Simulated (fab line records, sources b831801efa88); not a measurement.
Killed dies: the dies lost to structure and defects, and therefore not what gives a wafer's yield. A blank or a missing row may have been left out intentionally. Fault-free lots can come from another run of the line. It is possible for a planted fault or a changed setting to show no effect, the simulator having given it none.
What tool caused it? -- flow sky130 -- 6 lots, 18 wafers sampled, at 4 steps of a route of 708

## WHAT EACH GAUGE READ, for each wafer
SKY_PWDE_TW_MEAS_10.
lot,measured,on,PWDE_TW
L613,day 4 14:24,film_metro-04,376 377 376
L616,day 5 06:32,film_metro-03,379 378 377
L618,day 5 19:27,film_metro-03,377 379 380
L622,day 6 14:16,film_metro-02,378 377 376
L627,day 8 09:47,film_metro-04,380 381 382
L629,day 8 13:32,film_metro-04,381 383 382

## EACH LOT AND THE TOOL THAT RAN IT (in order: tool; ch and the chambers of the sampled wafers; start)
lot,SKY_FIELD_ISO_ETCH_17,SKY_FIELD_ISO_WET_ETCH_30,SKY_PWDE_STRIP_09
L613,"rie_si-02 ch 0,1,3, day 2 22:46","wet_bench-01 ch 2, day 3 03:19","plasma_asher-03 ch 0,1, day 4 14:17"
L616,"rie_si-02 ch 0,1,2, day 3 15:19","wet_bench-01 ch 1, day 3 19:22","plasma_asher-02 ch 0,1, day 5 06:26"
L618,"rie_si-02 ch 0,1, day 3 22:14","wet_bench-04 ch 1, day 4 03:47","plasma_asher-01 ch 0,1, day 5 19:21"
L622,"rie_si-02 ch 1,3, day 4 18:46","wet_bench-04 ch 0, day 5 00:11","plasma_asher-02 ch 1, day 6 14:09"
L627,"rie_si-02 ch 1,2,3, day 5 22:04","wet_bench-01 ch 0, day 6 13:41","plasma_asher-02 ch 0,1, day 8 09:41"
L629,"rie_si-01 ch 2,3, day 6 10:26","wet_bench-03 ch 0, day 6 17:56","plasma_asher-01 ch 0,1, day 8 13:26"
- SKY_FIELD_ISO_ETCH_17: etches Si in HBr/Cl2/O2, target depth 342 nm, time 97.7 s.
- SKY_FIELD_ISO_WET_ETCH_30: etches SiO2 in dHF, target depth 25 nm, time 50 s.
- SKY_PWDE_STRIP_09: strips in O2/N2.

## THE ANSWER, worked out from the rows above alone
Rule: usual is defined by the lots themselves. The widest of any qualifying gaps counts: lots, ordered by their means at a reading, are off when they make up no more than a third of the lots, leave a main group of 4 or more, and stand apart from it by 3 or more times the standard deviation of that group's means. A main group whose means are all the same, to the digits that the tables above print for the reading, isn't used. A lot without any number at a reading at which 4 lots or more have one is off too. Any other lot the step has rows for is counted as sound.
None of the lots is off at any reading shown; this tells nothing.

## WHAT HAD BEEN PUT IN BY THE SIMULATOR
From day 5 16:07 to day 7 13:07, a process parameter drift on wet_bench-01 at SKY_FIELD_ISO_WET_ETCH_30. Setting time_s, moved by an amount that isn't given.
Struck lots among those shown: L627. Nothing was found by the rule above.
